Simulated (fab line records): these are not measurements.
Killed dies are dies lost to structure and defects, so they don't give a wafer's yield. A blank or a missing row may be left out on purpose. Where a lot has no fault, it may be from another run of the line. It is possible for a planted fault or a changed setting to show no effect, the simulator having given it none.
Which of the tools did it? :: flow gf180mcu :: Sampling: 7 lots, 21 wafers, 2 of 602 route steps

== WHAT EACH GAUGE READ, for each wafer ==
GF_VT_IMPLANT_TW_MEAS_10.
lot: L900
measured: day 6 02:37
on: film-metro-04
VT_IMPLANT_TW: 574 569 573

lot: L902
measured: day 6 17:40
on: film-metro-04
VT_IMPLANT_TW: 572 576 575

lot: L904
measured: day 7 09:30
on: film-metro-02
VT_IMPLANT_TW: 558 559 558

lot: L906
measured: day 7 22:35
on: film-metro-02
VT_IMPLANT_TW: 559 560 561

lot: L916
measured: day 10 07:26
on: film-metro-04
VT_IMPLANT_TW: 574 576 578

lot: L918
measured: day 10 15:34
on: film-metro-01
VT_IMPLANT_TW: 559 558 559

lot: L921
measured: day 11 12:28
on: film-metro-01
VT_IMPLANT_TW: 557 559 561

== TOOL THAT RAN EACH LOT (tool first, then ch and the chambers of the sampled wafers, then the start) ==
lot: L900
GF_LVPWELL_STRIP_10: plasma-asher-03 ch 0,1, day 4 09:10

lot: L902
GF_LVPWELL_STRIP_10: plasma-asher-01 ch 0,1, day 4 22:40

lot: L904
GF_LVPWELL_STRIP_10: plasma-asher-02 ch 0,1, day 5 13:12

lot: L906
GF_LVPWELL_STRIP_10: plasma-asher-02 ch 0,1, day 6 01:19

lot: L916
GF_LVPWELL_STRIP_10: plasma-asher-02 ch 0,1, day 8 04:50

lot: L918
GF_LVPWELL_STRIP_10: plasma-asher-02 ch 0,1, day 8 11:37

lot: L921
GF_LVPWELL_STRIP_10: plasma-asher-01 ch 0,1, day 9 05:49
- GF_LVPWELL_STRIP_10: strips in O2/N2.

== THE ANSWER, worked out from the rows above alone ==
Rule: the lots themselves supply what counts as usual. Put in order of their means at a reading, lots are off if they are a third of the lots or fewer, leave a main group of 4 or more, and stand apart from it by a gap of 3 or more times the standard deviation of the main group's means; of several such gaps the widest counts. A main group is skipped when, at the precision printed for the reading in the tables above, its means are all equal. A lot without any number at a reading at which 4 lots or more have one is off too. The other lots that the step has rows for count as sound.
No lot is off at any reading shown: from this, nothing can be told.

== WHAT WAS PUT IN BY THE SIMULATOR ==
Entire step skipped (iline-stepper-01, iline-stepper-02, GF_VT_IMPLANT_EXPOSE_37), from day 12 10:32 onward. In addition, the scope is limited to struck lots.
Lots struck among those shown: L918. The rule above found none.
